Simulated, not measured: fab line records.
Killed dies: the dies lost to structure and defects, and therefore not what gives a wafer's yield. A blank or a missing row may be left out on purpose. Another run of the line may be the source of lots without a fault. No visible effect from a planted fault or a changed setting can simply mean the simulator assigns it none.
Which of the tools did it? | flow gf180mcu | 7 lots with 21 wafers sampled at 3 steps, on a route of 602 steps

## WHAT EACH GAUGE READ, for each wafer
GF_PSD_RS_MEAS_14: measurement is done with a four-point probe.
lot  | measured     | on           | NSD_RS (ohm/sq)
L504 | day 15 17:23 | filmMetro-03 | 46.13 46.04 46.19
L506 | day 16 19:04 | filmMetro-02 | 46.11 46.13 46.00
L509 | day 17 14:23 | filmMetro-02 | 46.24 46.27 46.15
L511 | day 18 00:48 | filmMetro-03 | 46.24 46.13 46.20
L514 | day 19 06:09 | filmMetro-01 | 46.21 46.06 46.24
L520 | day 21 09:53 | filmMetro-02 | 53.11 53.07 53.13
L522 | day 21 16:15 | filmMetro-02 | 53.15 53.07 53.11

## EACH LOT AND THE TOOL THAT RAN IT (in order: tool; ch and the chambers of the sampled wafers; start)
lot  | GF_NSD_IMPLANT_10               | GF_NSD_STRIP_11
L504 | implanter-02 ch 0, day 14 19:21 | plasmaAsher-03 ch 0,1, day 14 19:28
L506 | implanter-02 ch 0, day 15 20:15 | plasmaAsher-03 ch 0,1, day 15 20:23
L509 | implanter-02 ch 0, day 16 17:06 | plasmaAsher-02 ch 0,1, day 16 17:14
L511 | implanter-03 ch 0, day 17 02:25 | plasmaAsher-02 ch 0,1, day 17 02:34
L514 | implanter-04 ch 0, day 18 05:26 | plasmaAsher-03 ch 0,1, day 18 05:33
L520 | implanter-03, day 20 08:55      | plasmaAsher-03 ch 0,1, day 20 09:02
L522 | implanter-02, day 20 15:15      | plasmaAsher-03 ch 0,1, day 20 15:24
- GF_NSD_IMPLANT_10
- GF_NSD_STRIP_11: strips in O2/N2.

## THE ANSWER, worked out from the rows above alone
Rule: what is usual is taken from the lots themselves. Put in order of their means at a reading, lots are off if they are a third of the lots or fewer, leave a main group of 4 or more, and stand apart from it by a gap of 3 or more times the standard deviation of the main group's means; of several such gaps the widest counts. Not used: any main group whose means are identical at the precision the tables above print for the reading. A lot without any number at a reading at which 4 lots or more have one is off too. All remaining lots with rows at the step are treated as sound.
Off: L520, L522, seen at GF_PSD_RS_MEAS_14 (NSD_RS). The main group has a mean of 46.16 ohm/sq with a standard deviation of 0.05.
A tool fits if, at a process step before that reading, it ran every lot that is off, and no sound lot after the first of them. The gauges at GF_PSD_RS_MEAS_14 are tried like those tools. 2 tools fit, plasmaAsher-03 at GF_NSD_STRIP_11 and filmMetro-02 at GF_PSD_RS_MEAS_14, so this cannot tell which one it is.

## WHAT THE SIMULATOR PUT IN
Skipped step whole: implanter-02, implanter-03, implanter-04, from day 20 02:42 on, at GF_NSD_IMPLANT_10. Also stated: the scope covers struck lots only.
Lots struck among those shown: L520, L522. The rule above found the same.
